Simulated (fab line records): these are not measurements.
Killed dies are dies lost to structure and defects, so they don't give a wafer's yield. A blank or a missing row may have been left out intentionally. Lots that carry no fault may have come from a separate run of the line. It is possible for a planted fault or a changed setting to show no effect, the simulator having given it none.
Matching of chambers :: flow sky130 :: SKY_PASSIVATION_ETCH_11 on rie diel-04: 4 sister chambers
The step etches the open film in CF4/O2, stops on AlCu, target depth 725 nm, time 161.1 s. 20 wafers are shown with their chamber, then 10 later ones without.

WAFERS, EACH WITH ITS CHAMBER
wafer: L076.4
chamber: 3
oes product au (a.u.): 0.981
throttle valve pct (%): 5.957
O2_flow_sccm (sccm): 9.991

wafer: L076.5
chamber: 1
oes product au (a.u.): 0.981
throttle valve pct (%): 5.963
O2_flow_sccm (sccm): 10.027

wafer: L076.6
chamber: 2
oes product au (a.u.): 0.979
throttle valve pct (%): 5.977
O2_flow_sccm (sccm): 10.039

wafer: L078.3
chamber: 1
oes product au (a.u.): 0.970
throttle valve pct (%): 5.985
O2_flow_sccm (sccm): 10.027

wafer: L078.5
chamber: 1
oes product au (a.u.): 0.962
throttle valve pct (%): 5.957
O2_flow_sccm (sccm): 9.972

wafer: L078.6
chamber: 2
oes product au (a.u.): 0.988
throttle valve pct (%): 5.962
O2_flow_sccm (sccm): 9.987

wafer: L079.1
chamber: 3
oes product au (a.u.): 0.976
throttle valve pct (%): 5.979
O2_flow_sccm (sccm): 9.967

wafer: L079.3
chamber: 2
oes product au (a.u.): 0.972
throttle valve pct (%): 5.967
O2_flow_sccm (sccm): 9.915

wafer: L079.4
chamber: 0
oes product au (a.u.): 0.975
throttle valve pct (%): 5.957
O2_flow_sccm (sccm): 9.954

wafer: L082.1
chamber: 1
oes product au (a.u.): 0.972
throttle valve pct (%): 5.967
O2_flow_sccm (sccm): 9.990

wafer: L082.3
chamber: 2
oes product au (a.u.): 0.969
throttle valve pct (%): 5.969
O2_flow_sccm (sccm): 9.966

wafer: L082.5
chamber: 3
oes product au (a.u.): 0.976
throttle valve pct (%): 5.960
O2_flow_sccm (sccm): 10.053

wafer: L084.2
chamber: 3
oes product au (a.u.): 0.962
throttle valve pct (%): 5.975
O2_flow_sccm (sccm): 10.010

wafer: L084.3
chamber: 2
oes product au (a.u.): 0.985
throttle valve pct (%): 5.991
O2_flow_sccm (sccm): 9.981

wafer: L084.4
chamber: 1
oes product au (a.u.): 0.976
throttle valve pct (%): 5.967
O2_flow_sccm (sccm): 9.964

wafer: L089.4
chamber: 3
oes product au (a.u.): 0.971
throttle valve pct (%): 5.963
O2_flow_sccm (sccm): 9.958

wafer: L089.5
chamber: 2
oes product au (a.u.): 0.977
throttle valve pct (%): 5.970
O2_flow_sccm (sccm): 10.013

wafer: L089.6
chamber: 0
oes product au (a.u.): 0.980
throttle valve pct (%): 5.980
O2_flow_sccm (sccm): 10.027

wafer: L090.1
chamber: 2
oes product au (a.u.): 0.961
throttle valve pct (%): 5.970
O2_flow_sccm (sccm): 10.025

wafer: L090.3
chamber: 3
oes product au (a.u.): 0.979
throttle valve pct (%): 5.959
O2_flow_sccm (sccm): 10.050

SIGNATURES (averages over the wafers above)
reading: oes product au
chamber 0: 0.97750
chamber 1: 0.97220
chamber 2: 0.97586
chamber 3: 0.97417
scatter within a chamber: 0.0078

reading: throttle valve pct
chamber 0: 5.96850
chamber 1: 5.96780
chamber 2: 5.97229
chamber 3: 5.96550
scatter within a chamber: 0.0102

reading: O2_flow_sccm
chamber 0: 9.99050
chamber 1: 9.99600
chamber 2: 9.98943
chamber 3: 10.00483
scatter within a chamber: 0.0394
Rule: for each reading, subtract the chamber's mean from the wafer's reading, divide by that reading's scatter and square the result; add these up over the readings and take the root, which gives the wafer's distance from the chamber. If the next closest chamber is less than 2 further off than the closest, the wafer can't be placed; otherwise it belongs to the closest. How the scatter is found: for the shown wafers, subtract from each reading the mean of its chamber, square and add these, divide the total by (wafers less chambers), then take the root.

WAFERS MISSING THEIR CHAMBER
wafer: L090.6
oes product au (a.u.): 0.970
throttle valve pct (%): 5.980
O2_flow_sccm (sccm): 10.033

wafer: L091.1
oes product au (a.u.): 0.974
throttle valve pct (%): 5.965
O2_flow_sccm (sccm): 9.955

wafer: L091.3
oes product au (a.u.): 0.985
throttle valve pct (%): 5.965
O2_flow_sccm (sccm): 9.998

wafer: L091.4
oes product au (a.u.): 0.983
throttle valve pct (%): 5.962
O2_flow_sccm (sccm): 10.078

wafer: L094.2
oes product au (a.u.): 0.966
throttle valve pct (%): 5.971
O2_flow_sccm (sccm): 9.984

wafer: L094.4
oes product au (a.u.): 0.980
throttle valve pct (%): 5.961
O2_flow_sccm (sccm): 9.975

wafer: L094.5
oes product au (a.u.): 0.972
throttle valve pct (%): 5.951
O2_flow_sccm (sccm): 10.003

wafer: L096.2
oes product au (a.u.): 0.979
throttle valve pct (%): 5.958
O2_flow_sccm (sccm): 10.007

wafer: L096.3
oes product au (a.u.): 0.974
throttle valve pct (%): 5.966
O2_flow_sccm (sccm): 9.994

wafer: L096.4
oes product au (a.u.): 0.978
throttle valve pct (%): 5.985
O2_flow_sccm (sccm): 9.978

EACH ONE'S CHAMBER
wafer: L090.6
from the rows above: can't be placed: 2 or 1 or 3 or 0
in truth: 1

wafer: L091.1
from the rows above: can't be placed: 0 or 1 or 2 or 3
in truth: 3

wafer: L091.3
from the rows above: can't be placed: 0 or 2 or 3 or 1
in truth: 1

wafer: L091.4
from the rows above: can't be placed: 3 or 0 or 1 or 2
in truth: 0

wafer: L094.2
from the rows above: can't be placed: 1 or 2 or 3 or 0
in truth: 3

wafer: L094.4
from the rows above: can't be placed: 0 or 3 or 2 or 1
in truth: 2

wafer: L094.5
from the rows above: can't be placed: 3 or 1 or 0 or 2
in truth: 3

wafer: L096.2
from the rows above: can't be placed: 3 or 0 or 1 or 2
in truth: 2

wafer: L096.3
from the rows above: can't be placed: 3 or 1 or 0 or 2
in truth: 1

wafer: L096.4
from the rows above: can't be placed: 2 or 0 or 1 or 3
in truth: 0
Placed correctly: 0 of 10. Unplaceable from these rows: 10, with the true chamber sitting among the candidates in 10. 0 placed wrongly.
